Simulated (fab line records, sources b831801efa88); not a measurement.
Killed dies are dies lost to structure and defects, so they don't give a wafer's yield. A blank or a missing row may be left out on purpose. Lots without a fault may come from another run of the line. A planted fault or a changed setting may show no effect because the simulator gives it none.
One fault seen from 2 desks | flow sky130 | each desk has only its own numbers; what lay behind them comes last

THE METROLOGY DESK
What the gauges read, lot by lot, whatever tool the lot ran on: means of the sampled wafers that have a number. A lot is out of limits, marked OUT, if its mean lies more than 4 standard deviations from the usual mean; the brackets give that distance. Of its 10 readings 7 are shown: those that lie furthest out on some lot.
Columns: A = NWELL_TW at SKY_NWELL_TW_MEAS_15, usual 1816; B = NWELL_2_TW at SKY_NWELL_TW_MEAS_26, usual 494.1; C = NWELL_RS at SKY_NWELL_RS_MEAS_29, usual 624.4 ohm/sq; D = PWDE_RS at SKY_NWELL_RS_MEAS_31, usual 5277 ohm/sq; E = cd_nm at SKY_VT_ADJUST_HVTP_CD_MEAS_07, usual 380.0 nm; F = VT_ADJUST_HVTP_OVL at SKY_VT_ADJUST_HVTP_OVL_MEAS_08, usual 0.7 nm; G = VT_ADJUST_HVTP_TW at SKY_VT_ADJUST_HVTP_TW_MEAS_11, usual 1355
lot  | first seen here | A    | B     | C     | D    | E     | F    | G
L526 | day 5 03:27     | 1803 | 490.3 | 626.4 | 5283 | 378.1 | 0.0  | 1346
L529 | day 6 04:19     | 1814 | 495.9 | 625.9 | 5284 | 379.4 | 0.7  | 1352
L527 | day 6 05:11     | 1808 | 494.5 | 620.5 | 5257 | 379.3 | 2.5  | 1351
L530 | day 6 11:45     | 1819 | 495.0 | 622.3 | 5254 | 383.3 | 0.7  | 1338
L545 | day 9 22:39     | 1811 | 495.9 | 624.3 | 5266 | 376.8 | -1.1 | 1356
L546 | day 10 04:29    | 1830 | 493.1 | 624.1 | 5303 | 382.7 | 2.7  | 1364
This desk's finding: nothing out of limits on any of the 6 lots.

THE TOOL OWNER'S DESK: litho_track-04
The tool's own readings at SKY_NWELL_DEVELOP_22 (develop time 60 s): means of the sampled wafers that have a number, for each lot that ran on this tool. A lot is out of limits, marked OUT, if its mean lies more than 4 standard deviations from the usual mean; the brackets give that distance.
Columns: A = chill_plate_temp_C at SKY_NWELL_DEVELOP_22, usual 23.01 C
lot  | first seen here | A
L527 | day 7 00:00     | 22.93
L530 | day 7 06:00     | 23.02
L545 | day 10 21:00    | 23.05
This desk's finding: nothing out of limits on any of the 3 lots.

PUT TOGETHER
The metrology desk saw nothing out of limits.
The tool owner's desk saw nothing out of limits.

WHAT THE SIMULATOR HAD PUT IN
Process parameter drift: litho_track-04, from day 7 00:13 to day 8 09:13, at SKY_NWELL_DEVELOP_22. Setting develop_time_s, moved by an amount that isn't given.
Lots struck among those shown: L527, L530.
